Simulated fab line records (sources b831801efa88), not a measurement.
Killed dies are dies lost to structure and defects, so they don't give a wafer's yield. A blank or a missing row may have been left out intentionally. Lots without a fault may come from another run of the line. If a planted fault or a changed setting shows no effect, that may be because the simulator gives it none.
Comparing a struck lot with a sound one -- flow sky130 -- 42 steps out of a route of 708
Sound: these wafers, L576.3, L576.5, L576.6. Wafers L571.3, L571.4, L571.5 were the ones struck. The cause is given at the end.
Per side, at each step with rows, come the tool, then ch with its chambers, and then its first start. Under that, the readings that differ: sound wafers -- struck wafers -- difference of the means -- sigmas: that difference in standard deviations of wafers without a fault.
alike: a reading whose means differ by less than 2 such deviations, as well as words and numbers matching on both sides. not compared: withheld readings; readings where some wafer has no value; bounds like >300 that might hide an equal value; numbers whose values overlap and for which the record gives no deviation.
The two part at a step that has a row with sigmas, a row that says differs or no value, or rows on one side only. Numbers that don't overlap but have no deviation are shown without sigmas and don't part them. A reading that every wafer of one side lacks parts them only if that side has two wafers or more.

SKY_POLY_CUT_ETCH_10: etches BARC in N2/H2, stops on SiO2, time 45.9 s, target depth 60 nm.
  sound on rie diel-04 ch 0,1, day 30 08:31; struck on rie diel-03 ch 0,2,3, day 28 23:19
  alike: drypump motor current A, oes product au, throttle valve pct
  not compared: rf hours counter h
SKY_POLY_CUT_ETCH_11: etches Si3N4 in CF4/CH2F2/Ar, stops on poly-Si, time 42.5 s, target depth 60 nm.
  sound on rie diel-04 ch 0,1, day 30 08:34; struck on rie diel-03 ch 0,2,3, day 28 23:22
  alike: drypump motor current A, oes product au, throttle valve pct
  not compared: rf hours counter h
then, 8 steps without rows for these wafers: SKY_POLY_CUT_STRIP_12 (strips in O2/N2); SKY_SD_P_DEHYDRATE_00 (time 60 s); SKY_SD_P_HMDS_01 (prime time 60 s); SKY_SD_P_COAT_02 (resist thk 1140 nm); SKY_SD_P_SOFTBAKE_03 (time 60 s); SKY_SD_P_EXPOSE_04 (exposes mask PSDM, target cd 380 nm); SKY_SD_P_PEB_05; SKY_SD_P_DEVELOP_06 (develop time 60 s).
SKY_SD_P_CD_MEAS_07: target cd 380 nm.
  sound on cd sem-01 at day 31 12:12; struck on cd sem-02 at day 30 03:34
  alike: cd nm
SKY_SD_P_OVL_MEAS_08:
  sound on overlay-01 at day 31 12:18; struck on overlay-01 at day 30 03:40
  alike: SD_P_OVL
SKY_SD_P_IMPLANT_09:
  sound on implanter-02 ch 0, day 31 12:22; struck on implanter-01 ch 0, day 30 03:44
then, 1 step without rows for these wafers: SKY_SD_P_STRIP_10 (strips in O2/N2).
SKY_SD_P_TW_MEAS_11:
  sound on film metro-02 at day 31 12:35; struck on film metro-04 at day 30 03:58
  alike: SD_P_TW
then, 8 steps without rows for these wafers: SKY_RES_XHIGH_DEHYDRATE_00 (time 60 s); SKY_RES_XHIGH_HMDS_01 (prime time 60 s); SKY_RES_XHIGH_COAT_02 (resist thk 1140 nm); SKY_RES_XHIGH_SOFTBAKE_03 (time 60 s); SKY_RES_XHIGH_EXPOSE_04 (exposes mask URPM, target cd 1270 nm); SKY_RES_XHIGH_PEB_05; SKY_RES_XHIGH_DEVELOP_06 (develop time 60 s); SKY_RES_XHIGH_IMPLANT_07.
SKY_RES_XHIGH_STRIP_08: strips in O2/N2.
  sound on plasma asher-04 ch 0,1, day 32 15:42; struck on plasma asher-04 ch 0,1, day 31 07:08
  alike: drypump motor current A, oes product au, strip time to endpoint s
  not compared: rf hours counter h
SKY_RES_XHIGH_TW_MEAS_09:
  sound on film metro-04 at day 32 15:47; struck on film metro-04 at day 31 07:13
  alike: RES_XHIGH_TW
then, 7 steps without rows for these wafers: SKY_SD_N_DEHYDRATE_00 (time 60 s); SKY_SD_N_HMDS_01 (prime time 60 s); SKY_SD_N_COAT_02 (resist thk 1140 nm); SKY_SD_N_SOFTBAKE_03 (time 60 s); SKY_SD_N_EXPOSE_04 (exposes mask NSDM, target cd 380 nm); SKY_SD_N_PEB_05; SKY_SD_N_DEVELOP_06 (develop time 60 s).
SKY_SD_N_CD_MEAS_07: target cd 380 nm.
  sound on cd sem-01 at day 33 17:50; struck on cd sem-01 at day 32 09:55
  alike: cd nm
SKY_SD_N_OVL_MEAS_08:
  sound on overlay-01 at day 33 17:56; struck on overlay-02 at day 32 10:01
  alike: SD_N_OVL
then, 2 steps without rows for these wafers: SKY_SD_N_IMPLANT_09; SKY_SD_N_IMPLANT_10.
SKY_SD_N_STRIP_11: strips in O2/N2.
  sound on plasma asher-02 ch 0,1, day 33 18:17; struck on plasma asher-01 ch 0,1, day 32 10:22
  alike: drypump motor current A, oes product au, strip time to endpoint s
  not compared: rf hours counter h
SKY_SD_N_TW_MEAS_12:
  sound on film metro-02 at day 33 18:23; struck on film metro-04 at day 32 10:28
reading,sound,struck,difference,sigmas
SD_N_TW,3957 3961 3964,4019 4020 4024,+60,+3
then, 1 step without rows for these wafers: SKY_SD_N_CLEAN_13 (cleans in SC1/SC2, time 150 s).
SKY_SD_N_RTA_14: time 2 s.
  sound on rtp anneal-02 ch 0, day 33 18:29; struck on rtp anneal-01 ch 0, day 32 10:34
  alike: lamp power pct, ramp up c per s, wafer_temp_C_max
SKY_SD_N_RS_MEAS_16: measures by four-point-probe.
  sound on film metro-04 at day 33 18:41; struck on film metro-01 at day 32 10:46
  alike: SD_N_RS
-- a jump in the record: the struck wafers' starts before and after are 17 days apart (it breaks off in module SD_N and resumes in module PAD_OPEN, where the first step shown is number 708 of the route) --
SKY_PAD_OPEN_PROBE_99:
  sound on prober-02 at day 49 22:41; struck on prober-01 at day 49 01:21
reading,sound,struck,difference,sigmas
model.etest.pfet g5v0d10v5.r on ohm um,4653 4648 4721,4970 4826 5056,+277,
model.etest.pfet_01v8.r on ohm um,2901 2858 2889,2968 2910 2974,+68,
model.etest.pfet g5v0d10v5.drive ua um,351.1 350.8 346.8,323.9 333.2 318.3,-24.4,
model.etest.res high po.rs ohm sq rim less centre,7.387 8.586 8.604,-5.644 -7.81 -6.814,-14.948,
model.etest.pfet_01v8_lvt.drive ua um,174.9 177.3 175.7,168.8 171.5 166.9,-6.9,
model.etest.pfet_01v8_mvt.drive ua um,151.8 154.7 153.7,144.2 147.8 142.3,-8.6,
model.etest.pfet g5v0d10v5.vt long v (V),-0.9267 -0.9208 -0.9357,-0.9551 -0.9441 -0.9675,-0.0278,
  alike: killed_at_M0_to_M3, killed_at_M4_up, killed at contacts, killed at front end, killed at other, killed dies, killed on rim, killed open, killed short

== WHERE THEY PART ==
Only at SKY_SD_N_TW_MEAS_12, within this record. Later steps at which nothing parts them and some readings are alike: SKY_SD_N_RTA_14, SKY_SD_N_RS_MEAS_16, SKY_PAD_OPEN_PROBE_99.

WHY: the cause the simulator had injected
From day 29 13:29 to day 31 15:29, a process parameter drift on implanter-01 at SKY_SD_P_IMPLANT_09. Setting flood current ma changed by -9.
